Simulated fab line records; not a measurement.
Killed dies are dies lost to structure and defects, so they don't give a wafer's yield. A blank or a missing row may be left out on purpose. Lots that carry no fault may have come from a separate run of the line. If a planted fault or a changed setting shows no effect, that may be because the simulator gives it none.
fab line records | flow sky130
record: lots: 7 | wafers: 21 | last-day: 50
route steps=708 shown VIA1@482 METAL2@483 PAD_OPEN@708
lots untouched by any fault: they come from a run of this same line in which no faults occurred
start-h: hours from the record's first day to the start of the lot's first wafer shown | wait-h: hours since the lot's step before | " the same as in the row above | L1.1+2: one row covering several wafers at once | - no value present, or no start provided | * or withheld: withheld | < > ~ a bound
route shown NAME@n: NAME is a module with steps in the file, n the number in the route of the first one | usual: mean and standard deviation over wafers with no fault | same: alike in all rows | chamber/n: place in a boat | sites: readings site by site | _std_site: their standard deviation | _edge_site: the outer-site mean with the inner-site mean subtracted | radius-mm: for every site, how far away it sits from the centre of the wafer | mask NAME#n: copy n | behind: the tool/chamber that last shaped the wafer | hold: what put the lot on hold/how long, in hours/how the hold closed | device: names the non-switching transistor (n, p or np) | end of line: the tests these same wafers got at the end of their route | step lacking rows: just its recipe | killed: the dies lost at the first sort to structure and to defects; this is not the yield of the wafer | map: dies across one wafer; x = killed, . = not, _ = none there
set.NAME: the setting as run; set.NAME@STEP: as run at that earlier step | model.NAME: the simulator's own value behind a step, which no gauge read
lots seen at some steps along the route; tables by step, rows by wafer
services: a tool's chamber out of use, with start hour (start-h, from the record's first day; less than 0 if before it), hours out, and reason
== steps ==
step: SKY_VIA1_CMP_24
recipe: stop-on: SiO2 | t-overpolish-s: 15 | down-force-psi: 3.5 | platen-rpm: 60 | target-thk-nm: 0 | pad-velocity-m-s: 0.94248
usual: motor-current-A: 11.8/1.6 | overpolish-run-s: 15.000/0.0085 | time-to-endpoint-s: 64/3.8
lot.wafer | tool   | chamber | start-h | wait-h | motor-current-A | overpolish-run-s | time-to-endpoint-s
L380.1    | cmp-01 | 2       | 778.71  | 0.1    | 10.9            | 15.000           | 66
L380.6    | "      | 0       | "       | "      | 10.7            | 15.003           | 62
L380.5    | "      | 1       | "       | "      | 10.8            | 14.995           | 65
L382.2    | cmp-01 | 2       | 804.33  | 0.0    | 10.5            | 15.007           | 63
L382.4    | "      | 0       | "       | "      | 11.2            | 14.998           | 57
L382.1    | "      | 1       | "       | "      | 11.1            | 15.006           | 62
L388.2    | cmp-02 | 2       | 852.67  | 0.3    | 12.5            | 14.986           | 64
L388.3    | "      | 3       | "       | "      | 11.2            | 14.995           | 62
L388.5    | "      | 0       | "       | "      | 11.0            | 14.998           | 68
L390.1    | cmp-02 | 2       | 869.04  | 0.1    | 13.6            | 15.017           | 65
L390.4    | "      | 3       | "       | "      | 11.2            | 14.992           | 59
L390.5    | "      | 1       | "       | "      | 11.5            | 14.988           | 60
L391.2    | cmp-01 | 1       | 877.44  | 0.1    | 11.4            | 15.000           | 63
L391.5    | "      | 3       | "       | "      | 15.0            | 15.001           | 63
L391.6    | "      | 0       | "       | "      | 11.1            | 15.008           | 60
L396.4    | cmp-01 | 2       | 916.19  | 0.0    | 11.0            | 15.000           | 70
L396.3    | "      | 3       | "       | "      | 15.1            | 15.001           | 67
L396.5    | "      | 3       | "       | "      | 14.9            | 14.994           | 65
L402.1    | cmp-01 | 2       | 957.87  | 0.1    | 10.1            | 15.002           | 63
L402.2    | "      | 3       | "       | "      | 14.9            | 14.994           | 65
L402.6    | "      | 3       | "       | "      | 15.4            | 15.003           | 67
step: SKY_METAL2_SPUTTER_00
recipe: material: Ti | target-thk-nm: 15 | power-w: 3000 | time-s: 10 | chamber-pressure-pa: 0.4
usual: throttle-valve-pct: 30.0/1
lot.wafer | tool           | chamber | start-h | wait-h | throttle-valve-pct
L380.1    | pvd-sputter-04 | -       | 778.91  | 0.1    | 32.3
L380.5    | "              | -       | "       | "      | 29.6
L380.6    | "              | -       | "       | "      | 28.3
L382.1    | pvd-sputter-03 | -       | 804.63  | 0.1    | 29.0
L382.2    | "              | -       | "       | "      | 30.5
L382.4    | "              | -       | "       | "      | 30.8
L388.2    | pvd-sputter-04 | -       | 852.87  | 0.1    | 29.4
L388.3    | "              | -       | "       | "      | 28.5
L388.5    | "              | -       | "       | "      | 29.6
L390.1    | pvd-sputter-04 | -       | 869.29  | 0.2    | 32.0
L390.4    | "              | -       | "       | "      | 29.4
L390.5    | "              | -       | "       | "      | 32.4
L391.2    | pvd-sputter-03 | -       | 877.64  | 0.1    | 30.7
L391.5    | "              | -       | "       | "      | 30.7
L391.6    | "              | -       | "       | "      | 29.1
L396.3    | pvd-sputter-03 | -       | 916.49  | 0.2    | 30.6
L396.4    | "              | -       | "       | "      | 30.8
L396.5    | "              | -       | "       | "      | 30.9
L402.1    | pvd-sputter-03 | -       | 958.17  | 0.2    | 30.9
L402.2    | "              | -       | "       | "      | 30.9
L402.6    | "              | -       | "       | "      | 30.9
step: SKY_METAL2_SPUTTER_01
recipe: material: TiN | target-thk-nm: 20 | power-w: 6500 | time-s: 16.7 | chamber-pressure-pa: 0.4
usual: throttle-valve-pct: 30.0/1
lot.wafer | tool           | chamber | start-h | wait-h | throttle-valve-pct
L380.1    | pvd-sputter-04 | -       | 778.93  | 0.0    | 32.1
L380.5    | "              | -       | "       | "      | 29.4
L380.6    | "              | -       | "       | "      | 28.2
L382.1    | pvd-sputter-03 | -       | 804.66  | 0.0    | 28.8
L382.2    | "              | -       | "       | "      | 30.6
L382.4    | "              | -       | "       | "      | 30.9
L388.2    | pvd-sputter-04 | -       | 852.89  | 0.0    | 29.5
L388.3    | "              | -       | "       | "      | 28.3
L388.5    | "              | -       | "       | "      | 29.6
L390.1    | pvd-sputter-04 | -       | 869.31  | 0.0    | 32.1
L390.4    | "              | -       | "       | "      | 29.5
L390.5    | "              | -       | "       | "      | 32.4
L391.2    | pvd-sputter-03 | -       | 877.66  | 0.0    | 30.8
L391.5    | "              | -       | "       | "      | 30.7
L391.6    | "              | -       | "       | "      | 28.8
L396.3    | pvd-sputter-03 | -       | 916.51  | 0.0    | 30.9
L396.4    | "              | -       | "       | "      | 30.8
L396.5    | "              | -       | "       | "      | 30.3
L402.1    | pvd-sputter-03 | -       | 958.19  | 0.0    | 30.9
L402.2    | "              | -       | "       | "      | 30.7
L402.6    | "              | -       | "       | "      | 30.5
step: SKY_METAL2_SPUTTER_02
recipe: material: AlCu | target-thk-nm: 250 | power-w: 10600 | time-s: 13.3 | chamber-pressure-pa: 0.4
step: SKY_METAL2_SPUTTER_03
recipe: material: Ti | target-thk-nm: 5 | power-w: 3000 | time-s: 3.3 | chamber-pressure-pa: 0.4
usual: throttle-valve-pct: 30.0/1
lot.wafer | tool           | chamber | start-h | wait-h | throttle-valve-pct
L380.1    | pvd-sputter-04 | -       | 778.98  | 0.0    | 32.2
L380.5    | "              | -       | "       | "      | 29.7
L380.6    | "              | -       | "       | "      | 28.3
L382.1    | pvd-sputter-03 | -       | 804.71  | 0.0    | 29.2
L382.2    | "              | -       | "       | "      | 30.4
L382.4    | "              | -       | "       | "      | 30.9
L388.2    | pvd-sputter-04 | -       | 852.94  | 0.0    | 29.2
L388.3    | "              | -       | "       | "      | 28.3
L388.5    | "              | -       | "       | "      | 29.4
L390.1    | pvd-sputter-04 | -       | 869.36  | 0.0    | 31.8
L390.4    | "              | -       | "       | "      | 29.3
L390.5    | "              | -       | "       | "      | 32.2
L391.2    | pvd-sputter-03 | -       | 877.71  | 0.0    | 30.8
L391.5    | "              | -       | "       | "      | 30.8
L391.6    | "              | -       | "       | "      | 29.0
L396.3    | pvd-sputter-03 | -       | 916.56  | 0.0    | 30.9
L396.4    | "              | -       | "       | "      | 30.8
L396.5    | "              | -       | "       | "      | 30.8
L402.1    | pvd-sputter-03 | -       | 958.24  | 0.0    | 30.9
L402.2    | "              | -       | "       | "      | 31.0
L402.6    | "              | -       | "       | "      | 30.7
step: SKY_METAL2_SPUTTER_04
recipe: material: TiN | target-thk-nm: 70 | power-w: 6500 | time-s: 58.3 | chamber-pressure-pa: 0.4
usual: throttle-valve-pct: 30.0/1.1
lot.wafer | tool           | chamber | start-h | wait-h | throttle-valve-pct
L380.1    | pvd-sputter-04 | -       | 779.00  | 0.0    | 32.4
L380.5    | "              | -       | "       | "      | 29.6
L380.6    | "              | -       | "       | "      | 28.0
L382.1    | pvd-sputter-03 | -       | 804.73  | 0.0    | 28.9
L382.2    | "              | -       | "       | "      | 30.9
L382.4    | "              | -       | "       | "      | 31.0
L388.2    | pvd-sputter-04 | -       | 852.96  | 0.0    | 29.4
L388.3    | "              | -       | "       | "      | 28.3
L388.5    | "              | -       | "       | "      | 29.5
L390.1    | pvd-sputter-04 | -       | 869.38  | 0.0    | 32.2
L390.4    | "              | -       | "       | "      | 29.4
L390.5    | "              | -       | "       | "      | 32.2
L391.2    | pvd-sputter-03 | -       | 877.73  | 0.0    | 30.8
L391.5    | "              | -       | "       | "      | 30.5
L391.6    | "              | -       | "       | "      | 28.9
L396.3    | pvd-sputter-03 | -       | 916.58  | 0.0    | 30.7
L396.4    | "              | -       | "       | "      | 30.6
L396.5    | "              | -       | "       | "      | 30.8
L402.1    | pvd-sputter-03 | -       | 958.26  | 0.0    | 31.0
L402.2    | "              | -       | "       | "      | 30.6
L402.6    | "              | -       | "       | "      | 30.9
step: SKY_METAL2_RS_MEAS_05
recipe: thk-meas-gauge: four-point-probe | reads: TiN_of_METAL2_SPUTTER_04+Ti_of_METAL2_SPUTTER_03+AlCu_of_METAL2_SPUTTER_02+TiN_of_METAL2_SPUTTER_01+Ti_of_METAL2_SPUTTER_00
usual: METAL2_ALCU_RS: 0.1276/0.0015
lot.wafer | tool          | chamber | start-h | wait-h | METAL2_ALCU_RS[ohm/sq]
L380.1    | film-metro-02 | -       | 779.05  | 0.0    | 0.1296
L380.5    | "             | -       | "       | "      | 0.1289
L380.6    | "             | -       | "       | "      | 0.1279
L382.1    | film-metro-04 | -       | 804.77  | 0.0    | 0.1297
L382.2    | "             | -       | "       | "      | 0.1284
L382.4    | "             | -       | "       | "      | 0.1268
L388.2    | film-metro-01 | -       | 853.03  | 0.0    | 0.1279
L388.3    | "             | -       | "       | "      | 0.1261
L388.5    | "             | -       | "       | "      | 0.1272
L390.1    | film-metro-01 | -       | 869.43  | 0.0    | 0.1287
L390.4    | "             | -       | "       | "      | 0.1290
L390.5    | "             | -       | "       | "      | 0.1295
L391.2    | film-metro-04 | -       | 877.79  | 0.0    | 0.1264
L391.5    | "             | -       | "       | "      | 0.1279
L391.6    | "             | -       | "       | "      | 0.1279
L396.3    | film-metro-01 | -       | 916.67  | 0.1    | 0.1271
L396.4    | "             | -       | "       | "      | 0.1279
L396.5    | "             | -       | "       | "      | 0.1265
L402.1    | film-metro-01 | -       | 958.31  | 0.0    | 0.1261
L402.2    | "             | -       | "       | "      | 0.1257
L402.6    | "             | -       | "       | "      | 0.1258
step: SKY_METAL2_THK_MEAS_06
recipe: thk-meas-gauge: xrf | reads: AlCu_of_METAL2_SPUTTER_02
usual: METAL2_ALCU_THK: 251/3.1
lot.wafer | tool          | chamber | start-h | wait-h | METAL2_ALCU_THK[nm]
L380.1    | film-metro-02 | -       | 779.17  | 0.1    | 248
L380.5    | "             | -       | "       | "      | 249
L380.6    | "             | -       | "       | "      | 250
L382.1    | film-metro-04 | -       | 804.89  | 0.1    | 249
L382.2    | "             | -       | "       | "      | 253
L382.4    | "             | -       | "       | "      | 254
L388.2    | film-metro-01 | -       | 853.14  | 0.1    | 250
L388.3    | "             | -       | "       | "      | 254
L388.5    | "             | -       | "       | "      | 252
L390.1    | film-metro-01 | -       | 869.55  | 0.1    | 249
L390.4    | "             | -       | "       | "      | 249
L390.5    | "             | -       | "       | "      | 248
L391.2    | film-metro-04 | -       | 877.90  | 0.1    | 254
L391.5    | "             | -       | "       | "      | 251
L391.6    | "             | -       | "       | "      | 252
L396.3    | film-metro-01 | -       | 916.77  | 0.1    | 252
L396.4    | "             | -       | "       | "      | 249
L396.5    | "             | -       | "       | "      | 252
L402.1    | film-metro-01 | -       | 958.43  | 0.1    | 255
L402.2    | "             | -       | "       | "      | 254
L402.6    | "             | -       | "       | "      | 254
step: SKY_METAL2_DEHYDRATE_07
recipe: temp-c: 200 | time-s: 60
step: SKY_METAL2_HMDS_08
recipe: prime-time-s: 60 | prime-temp-c: 120
step: SKY_METAL2_COAT_09
recipe: resist: BARC | temp-c: withheld | time-s: withheld | spin-rpm: 3000 | resist-thk-nm: 60
step: SKY_METAL2_COAT_10
recipe: resist: KrF-thick | spin-rpm: 3000 | resist-thk-nm: 450
step: SKY_METAL2_SOFTBAKE_11
recipe: temp-c: 100 | time-s: 90 | resist: KrF-thick
usual: heater-power-total-W: 57.36/0.11 | plate-temp-C: 100.03/0.14
lot.wafer | tool           | chamber | start-h | wait-h | heater-power-total-W | plate-temp-C
L380.1    | litho-track-03 | 0       | 792     | -      | 57.26                | 99.93
L380.5    | "              | 0       | "       | "      | 57.22                | 100.03
L380.6    | "              | 0       | "       | "      | 57.55                | 100.01
L382.1    | litho-track-02 | 0       | 818     | -      | 57.57                | 100.22
L382.2    | "              | 0       | "       | "      | 57.46                | 100.03
L382.4    | "              | 0       | "       | "      | 57.15                | 100.16
L388.2    | litho-track-02 | 0       | 865     | -      | 58.74                | 101.35
L388.3    | "              | 0       | "       | "      | 58.46                | 101.57
L388.5    | "              | 0       | 866     | -      | 58.48                | 101.40
L390.1    | litho-track-02 | 0       | 882     | -      | 58.67                | 101.68
L390.4    | "              | 0       | "       | "      | 58.61                | 101.66
L390.5    | "              | 0       | "       | "      | 58.87                | 101.87
L391.2    | litho-track-02 | 0       | 890     | -      | 58.66                | 101.82
L391.5    | "              | 0       | "       | "      | 58.71                | 101.74
L391.6    | "              | 0       | "       | "      | 58.63                | 101.59
L396.3    | litho-track-04 | 0       | 928     | -      | 57.38                | 99.89
L396.4    | "              | 0       | "       | "      | 57.43                | 100.01
L396.5    | "              | 0       | "       | "      | 57.24                | 100.06
L402.1    | litho-track-02 | 0       | 970     | -      | 57.38                | 100.28
L402.2    | "              | 0       | "       | "      | 57.42                | 99.93
L402.6    | "              | 0       | "       | "      | 57.42                | 100.20
step: SKY_METAL2_EXPOSE_12
recipe: mask-id: MM2 | na: 0.8 | source-shape: annular | sigma-inner: 0.55 | sigma-outer: 0.85 | target-cd-nm: 140 | dose-mj: 28
step: SKY_PAD_OPEN_PROBE_99
usual: defect-limited-yield: 82.9/2 | killed_at_M0_to_M3: 43/7 | killed_at_M4_up: 3.0/1.9 | killed-at-contacts: 24/4.6 | killed-at-front-end: 15/4.1 | killed-at-other: 0.3/0.52 | killed-dies: 84/9.7 | killed-open: 46/6.9 | killed-short: 38/6.8 | sort_bin_3_pad_short: 0.8/0.41 | sort_bin_5_function: 10.2/1.5 | sort_bin_6_memory: 6.1/1.1 | sort_bin_8_speed: 0.00/0.017 | sort-n-pass: 408/9.7 | sort-yield-pct: 82.9/2
same: gross-dies: 492 | killed-at-back-side: 0 | sort_bin_4_leakage[%]: 0
lot.wafer | tool      | chamber | start-h | wait-h | defect-limited-yield[%] | killed_at_M0_to_M3 | killed_at_M4_up | killed-at-contacts | killed-at-front-end | killed-at-other | killed-dies | killed-open | killed-short | sort_bin_3_pad_short[%] | sort_bin_5_function[%] | sort_bin_6_memory[%] | sort_bin_8_speed[%] | sort-n-pass | sort-yield-pct[%]
L380.1    | prober-01 | -       | 1066.08 | 0.1    | 82.7                    | 37                 | 1               | 25                 | 22                  | 0               | 85          | 46          | 39           | 1.2                     | 8.7                    | 7.3                  | 0                   | 407         | 82.7
L380.5    | prober-01 | -       | 1066.28 | 0.2    | 83.7                    | 44                 | 1               | 23                 | 12                  | 0               | 80          | 41          | 38           | 0.4                     | 8.9                    | 6.9                  | 0                   | 412         | 83.7
L380.6    | prober-01 | -       | 1066.33 | 0.2    | 81.9                    | 40                 | 3               | 29                 | 17                  | 0               | 89          | 54          | 35           | 0.4                     | 9.8                    | 7.9                  | 0                   | 403         | 81.9
L382.1    | prober-01 | -       | 1084.49 | 0.1    | 82.5                    | 41                 | 4               | 27                 | 14                  | 0               | 86          | 45          | 41           | 0.6                     | 10.8                   | 6.1                  | 0                   | 406         | 82.5
L382.2    | prober-01 | -       | 1084.54 | 0.1    | 85.0                    | 39                 | 2               | 13                 | 19                  | 1               | 74          | 39          | 34           | 1.4                     | 6.7                    | 6.9                  | 0                   | 418         | 85.0
L382.4    | prober-01 | -       | 1084.64 | 0.2    | 81.1                    | 55                 | 1               | 26                 | 11                  | 0               | 93          | 55          | 37           | 1.2                     | 10.8                   | 6.9                  | 0                   | 399         | 81.1
L388.2    | prober-01 | -       | 1120.20 | 0.1    | 80.9                    | 59                 | 0               | 22                 | 13                  | 0               | 94          | 56          | 38           | 1.4                     | 12.0                   | 5.7                  | 0                   | 398         | 80.9
L388.3    | prober-01 | -       | 1120.25 | 0.2    | 81.7                    | 53                 | 2               | 18                 | 17                  | 0               | 90          | 55          | 35           | 0.4                     | 12.2                   | 5.7                  | 0                   | 402         | 81.7
L388.5    | prober-01 | -       | 1120.35 | 0.2    | 83.5                    | 33                 | 3               | 24                 | 21                  | 0               | 81          | 43          | 38           | 1.0                     | 10.4                   | 5.1                  | 0                   | 411         | 83.5
L390.1    | prober-01 | -       | 1133.78 | 0.1    | 82.7                    | 48                 | 1               | 25                 | 11                  | 0               | 85          | 50          | 35           | 1.2                     | 11.0                   | 5.1                  | 0                   | 407         | 82.7
L390.4    | prober-01 | -       | 1133.93 | 0.2    | 87.2                    | 25                 | 3               | 25                 | 10                  | 0               | 63          | 38          | 25           | 0                       | 8.3                    | 4.5                  | 0                   | 429         | 87.2
L390.5    | prober-01 | -       | 1133.98 | 0.2    | 80.9                    | 46                 | 8               | 27                 | 13                  | 0               | 94          | 47          | 47           | 0.6                     | 12.6                   | 5.9                  | 0                   | 398         | 80.9
L396.3    | prober-02 | -       | 1168.08 | 0.2    | 87.0                    | 31                 | 2               | 23                 | 8                   | 0               | 64          | 37          | 26           | 0.4                     | 7.7                    | 4.9                  | 0                   | 428         | 87.0
L396.4    | prober-02 | -       | 1168.13 | 0.2    | 80.9                    | 55                 | 2               | 26                 | 10                  | 1               | 94          | 52          | 42           | 0.6                     | 10.2                   | 8.3                  | 0                   | 398         | 80.9
L396.5    | prober-02 | -       | 1168.18 | 0.2    | 82.1                    | 49                 | 2               | 21                 | 16                  | 0               | 88          | 43          | 44           | 0.8                     | 10.4                   | 6.7                  | 0                   | 404         | 82.1
killed by level:class
L380.1 VIA1:geometric-particle:open=11 CONTACT:geometric-particle:open=9 CONTACT:geometric-particle:short=7 VIA1:geometric-particle:short=7 LI_CONTACT:geometric-particle:open=6 VIA3:geometric-particle:open=6 FIELD_ISO:geometric-particle:short=5 POLY_GATE:geometric-particle:short=4
L380.5 VIA1:geometric-particle:open=16 POLY_GATE:geometric-particle:short=6 LOCAL_INTERCONNECT:geometric-particle:short=6 CONTACT:geometric-particle:open=6 METAL1:geometric-particle:short=6 CONTACT:geometric-particle:short=5 VIA2:geometric-particle:open=5 VIA3:geometric-particle:open=5
L380.6 CONTACT:geometric-particle:open=11 LI_CONTACT:geometric-particle:open=9 VIA1:geometric-particle:open=9 METAL2:geometric-particle:short=7 VIA2:geometric-particle:open=5 LOCAL_INTERCONNECT:geometric-particle:short=5 VIA3:geometric-particle:open=5 POLY_GATE:geometric-particle:open=4
L382.1 VIA1:geometric-particle:open=10 CONTACT:geometric-particle:open=9 LI_CONTACT:geometric-particle:open=6 LOCAL_INTERCONNECT:geometric-particle:short=5 VIA3:geometric-particle:short=5 VIA1:geometric-particle:short=5 VIA3:geometric-particle:open=5 POLY_GATE:geometric-particle:open=4
L382.2 VIA1:geometric-particle:open=9 VIA3:geometric-particle:open=7 FIELD_ISO:geometric-particle:short=6 VIA2:geometric-particle:open=6 METAL2:geometric-particle:short=5 CONTACT:geometric-particle:short=4 POLY_GATE:geometric-particle:open=3 FIELD_ISO:geometric-particle:open=3
L382.4 VIA1:geometric-particle:open=14 METAL1:geometric-particle:short=12 CONTACT:geometric-particle:open=9 LI_CONTACT:geometric-particle:open=8 CONTACT:geometric-particle:short=5 VIA1:geometric-particle:short=5 VIA2:geometric-particle:open=5 METAL1:geometric-particle:open=4
L388.2 VIA1:geometric-particle:open=15 VIA3:geometric-particle:open=12 CONTACT:geometric-particle:open=10 VIA2:geometric-particle:open=7 METAL1:geometric-particle:short=6 VIA3:geometric-particle:short=5 METAL2:geometric-particle:short=5 FIELD_ISO:geometric-particle:short=4
L388.3 VIA1:geometric-particle:open=19 VIA2:geometric-particle:open=11 FIELD_ISO:geometric-particle:short=6 VIA3:geometric-particle:open=5 LI_CONTACT:geometric-particle:open=5 CONTACT:geometric-particle:open=5 METAL2:geometric-particle:short=5 VIA3:geometric-particle:short=5
L388.5 CONTACT:geometric-particle:open=10 METAL2:geometric-particle:short=7 VIA1:geometric-particle:open=7 CONTACT:geometric-particle:short=7 FIELD_ISO:geometric-particle:open=5 FIELD_ISO:geometric-particle:short=5 VIA2:geometric-particle:open=4 SPACER:geometric-particle:open=4
L390.1 VIA1:geometric-particle:open=12 LI_CONTACT:geometric-particle:open=10 METAL2:geometric-particle:short=8 VIA2:geometric-particle:open=7 CONTACT:geometric-particle:open=6 LOCAL_INTERCONNECT:geometric-particle:short=4 METAL1:geometric-particle:short=4 VIA3:geometric-particle:short=4
L390.4 CONTACT:geometric-particle:open=10 VIA1:geometric-particle:open=8 VIA3:geometric-particle:open=7 FIELD_ISO:geometric-particle:short=4 LI_CONTACT:geometric-particle:short=4 LI_CONTACT:geometric-particle:open=4 CONTACT:geometric-particle:short=4 VIA1:geometric-particle:short=3
L390.5 CONTACT:geometric-particle:open=9 VIA1:geometric-particle:open=9 VIA3:geometric-particle:open=9 CONTACT:geometric-particle:short=8 METAL2:geometric-particle:short=6 METAL3:geometric-particle:short=6 METAL4:geometric-particle:short=5 LI_CONTACT:geometric-particle:open=4
L396.3 VIA1:geometric-particle:open=10 VIA2:geometric-particle:open=8 LI_CONTACT:geometric-particle:open=7 CONTACT:geometric-particle:open=7 METAL1:geometric-particle:short=4 CONTACT:geometric-particle:short=4 FIELD_ISO:geometric-particle:short=3 POLY_GATE:geometric-particle:short=3
L396.4 VIA1:geometric-particle:open=14 LI_CONTACT:geometric-particle:open=11 VIA2:geometric-particle:open=11 METAL1:geometric-particle:short=9 CONTACT:geometric-particle:open=8 VIA2:geometric-particle:short=7 POLY_GATE:geometric-particle:short=4 CONTACT:geometric-particle:short=4
L396.5 VIA1:geometric-particle:open=9 FIELD_ISO:geometric-particle:short=8 CONTACT:geometric-particle:open=8 METAL1:geometric-particle:short=8 VIA2:geometric-particle:open=8 VIA1:geometric-particle:short=7 LOCAL_INTERCONNECT:geometric-particle:short=4 VIA3:geometric-particle:short=4
== services ==
tool           | chamber | start-h | hours | kind
pvd-sputter-03 | -       | 782.97  | 2.6   | repair
pvd-sputter-04 | -       | 803.60  | 1.3   | repair
cmp-01         | -       | 805.19  | 6.2   | pm
pvd-sputter-04 | -       | 822.14  | 5.7   | repair
cmp-01         | -       | 844.32  | 9.9   | repair
cmp-02         | -       | 894.87  | 0.9   | repair
cmp-01         | -       | 924.25  | 4.0   | pm
cmp-01         | -       | 928.25  | -     | consumable-replace:conditioner
cmp-01         | -       | 928.25  | -     | consumable-replace:pad
cmp-01         | -       | 934.09  | 0.4   | repair
cmp-02         | -       | 951.13  | 0.7   | repair
== key ==
first-sign: step: SKY_METAL2_SOFTBAKE_11 | reading: plate-temp-C | direction: up | sigmas: 11 | usual: * | struck: *
effect: step: SKY_METAL2_SOFTBAKE_11 | reading: heater-power-total-W | direction: up | sigmas: 11 | usual: * | struck: *
met-at SKY_METAL2_SOFTBAKE_11
struck-wafers L388.2,L388.3,L388.5,L390.1,L390.4,L390.5,L391.2,L391.5,L391.6
loop-trim: step: SKY_METAL2_EXPOSE_12 | setting: dose | lots: L390
onset-between 818 865
fault: kind: process-parameter-drift | tool: litho-track-02 | chamber: - | onset-h: 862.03 | steps: SKY_METAL2_SOFTBAKE_11 | channel: temp-c | offset: * | shape: step | end-h: 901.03 | acts-in: * | stated: *
loop-trim: a control loop set the setting to another value than it would have without faults
